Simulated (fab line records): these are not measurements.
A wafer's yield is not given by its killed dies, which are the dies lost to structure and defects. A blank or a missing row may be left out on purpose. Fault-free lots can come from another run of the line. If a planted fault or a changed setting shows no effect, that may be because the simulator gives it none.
Which tool is to blame?	flow gf180mcu	35 wafers from 12 lots sampled at 5 of the route's 602 steps

## WHAT EACH GAUGE READ, for each wafer
GF_V2_THK_MEAS_01. Usual: V2_CVD_00_THK typically reads 596 nm, with standard deviation 9.1.
lot	measured	on	V2_CVD_00_THK (nm)	flag
L404	day 19 01:38	film_metro-02	607 589 602	
L405	day 19 14:44	film_metro-03	592 611 598	
L406	day 19 22:21	film_metro-03	598 600 597	
L407	day 20 09:20	film_metro-02	603 605 598	
L408	day 20 14:14	film_metro-03	590 606 590	
L415	day 23 02:56	film_metro-03	585 594	
L420	day 24 15:19	film_metro-02	594 601 599	
L423	day 25 18:07	film_metro-04	580 595 594	
L424	day 26 05:02	film_metro-04	585 599 609	
L425	day 26 16:46	film_metro-02	591 595 575	
L427	day 27 02:44	film_metro-02	601 588 591	
L426	day 27 04:51	film_metro-02	595 609 603	

GF_V2_BOW_MEAS_05. Usual: V2_BOW typically reads 98 um, with standard deviation 7.6.
lot	measured	on	V2_BOW (um)	flag
L404	day 19 02:08	film_metro-04	93 97 113	
L405	day 19 15:14	film_metro-02	106 102 97	
L406	day 19 22:50	film_metro-04	105 107 121	
L407	day 20 09:50	film_metro-02	102 100 93	
L408	day 20 14:44	film_metro-04	103 104 104	
L415	day 23 03:26	film_metro-02	86 89	
L420	day 24 15:49	film_metro-03	106 93 96	
L423	day 25 18:36	film_metro-04	98 109 100	
L424	day 26 05:31	film_metro-03	95 103 96	
L425	day 26 17:15	film_metro-02	105 86 86	
L427	day 27 03:14	film_metro-02	102 91 90	
L426	day 27 05:22	film_metro-02	83 94 113	

GF_M3_RS_MEAS_05: uses a four-point probe to measure. Usual: M3_ALCU_RS typically reads 0.0694 ohm/sq, with standard deviation 0.0011.
lot	measured	on	M3_ALCU_RS (ohm/sq)	flag
L404	day 20 04:31	film_metro-02	0.0673 0.0695 0.0688	
L405	day 20 16:43	film_metro-04	0.0677 0.0708 0.0691	
L406	day 21 00:44	film_metro-04	0.0701 0.0682 0.0690	
L407	day 21 11:47	film_metro-01	0.0696 0.0696 0.0689	
L408	day 21 15:28	film_metro-02	0.0693 0.0686 0.0689	
L415	day 24 03:55	film_metro-02	0.0681 0.0677 0.0683 0.0678	
L420	day 25 15:27	film_metro-02	0.0680 0.0691 0.0690	
L423	day 26 16:49	film_metro-02	0.0685 0.0690 0.0689	
L424	day 27 04:16	film_metro-01	0.0686 0.0682 0.0694	
L425	day 27 15:00	film_metro-02	0.0680 0.0702 0.0683	
L427	day 28 02:14	film_metro-02	0.0712 0.0698 0.0708	
L426	day 28 04:43	film_metro-01	0.0706 0.0709 0.0700	

## EACH LOT AND THE TOOL THAT RAN IT (in order: tool; ch and the chambers of the sampled wafers; start)
lot	GF_V2_STRIP_18	GF_M3_SPUTTER_04
L404	plasma_asher-01 ch 0,1, day 20 03:01	pvd_sputter-02, day 20 04:28
L405	plasma_asher-01 ch 0,1, day 20 15:14	pvd_sputter-04, day 20 16:41
L406	plasma_asher-02 ch 0,1, day 20 23:16	pvd_sputter-02, day 21 00:42
L407	plasma_asher-02 ch 0, day 21 10:20	pvd_sputter-02, day 21 11:44
L408	plasma_asher-02 ch 0,1, day 21 14:01	pvd_sputter-02, day 21 15:25
L415	plasma_asher-03 ch 0,1, day 24 02:28	pvd_sputter-04, day 24 03:53
L420	plasma_asher-01 ch 0,1, day 25 13:59	pvd_sputter-02, day 25 15:23
L423	plasma_asher-02 ch 0,1, day 26 15:22	pvd_sputter-03, day 26 16:46
L424	plasma_asher-02 ch 0,1, day 27 02:23	pvd_sputter-02, day 27 04:14
L425	plasma_asher-03 ch 0,1, day 27 13:34	pvd_sputter-02, day 27 14:58
L427	plasma_asher-03 ch 0,1, day 28 00:26	pvd_sputter-04, day 28 02:11
L426	plasma_asher-01 ch 0,1, day 28 02:48	pvd_sputter-03, day 28 04:38
- GF_V2_STRIP_18: strips in O2/N2.
- GF_M3_SPUTTER_04: material TiN, target thk 50 nm, time 41.7 s.

## AS READ BY THE TOOLS THEMSELVES (means over the sampled wafers that have a number; for cases with no such wafer, the mark the record gives instead)
GF_V2_STRIP_18. Usual: drypump_motor_current_A 5.6 A, standard deviation 0.55; heater_power_w 323 W, standard deviation 29; n2_flow_sccm 299.9 sccm, standard deviation 0.85; oes_product_au 0.592 a.u., standard deviation 0.0052.
lot	tool	drypump_motor_current_A (A)	heater_power_w (W)	n2_flow_sccm (sccm)	oes_product_au (a.u.)	flag
L404	plasma_asher-01	5.2	329	299.4	0.591	
L405	plasma_asher-01	5.4	353	298.8	0.594	
L406	plasma_asher-02	5.7	319	300.4	0.597	
L407	plasma_asher-02	5.3	318	299.4	0.602	
L408	plasma_asher-02	5.7	310	300.8	0.596	
L415	plasma_asher-03	5.4	317	300.3	0.589	
L420	plasma_asher-01	5.4	346	299.1	0.590	
L423	plasma_asher-02	5.7	316	299.5	0.588	
L424	plasma_asher-02	5.7	316	299.6	0.588	
L425	plasma_asher-03	5.6	329	300.4	0.591	
L427	plasma_asher-03	5.3	309	300.4	0.595	
L426	plasma_asher-01	5.4	351	300.4	0.591	

GF_M3_SPUTTER_04. Usual: throttle_valve_pct reads 30.0 % (standard deviation 1.1).
lot	tool	throttle_valve_pct (%)	flag
L404	pvd_sputter-02	30.7	
L405	pvd_sputter-04	29.5	
L406	pvd_sputter-02	30.1	
L407	pvd_sputter-02	30.4	
L408	pvd_sputter-02	30.2	
L415	pvd_sputter-04	29.9	
L420	pvd_sputter-02	30.9	
L423	pvd_sputter-03	30.0	
L424	pvd_sputter-02	30.5	
L425	pvd_sputter-02	30.9	
L427	pvd_sputter-04	29.1	
L426	pvd_sputter-03	30.4	

## THE ANSWER, worked out from the rows above alone
Rule: a lot is off if the mean of its wafers that have a number lies more than 3 standard deviations from the usual mean. Also off: a lot with no number at a reading for which 4 or more lots have one. Where the step has rows for the other lots, those lots are counted as sound. Order of review: gauges by route order, followed by the tools' own readings, for which a lot's mean as printed above is used. At the first step where some lot is off, the reading lying furthest off is the one used; lots without a number count as furthest.
No lot is off at any reading shown: from this, nothing can be told.

## WHAT WAS PUT IN BY THE SIMULATOR
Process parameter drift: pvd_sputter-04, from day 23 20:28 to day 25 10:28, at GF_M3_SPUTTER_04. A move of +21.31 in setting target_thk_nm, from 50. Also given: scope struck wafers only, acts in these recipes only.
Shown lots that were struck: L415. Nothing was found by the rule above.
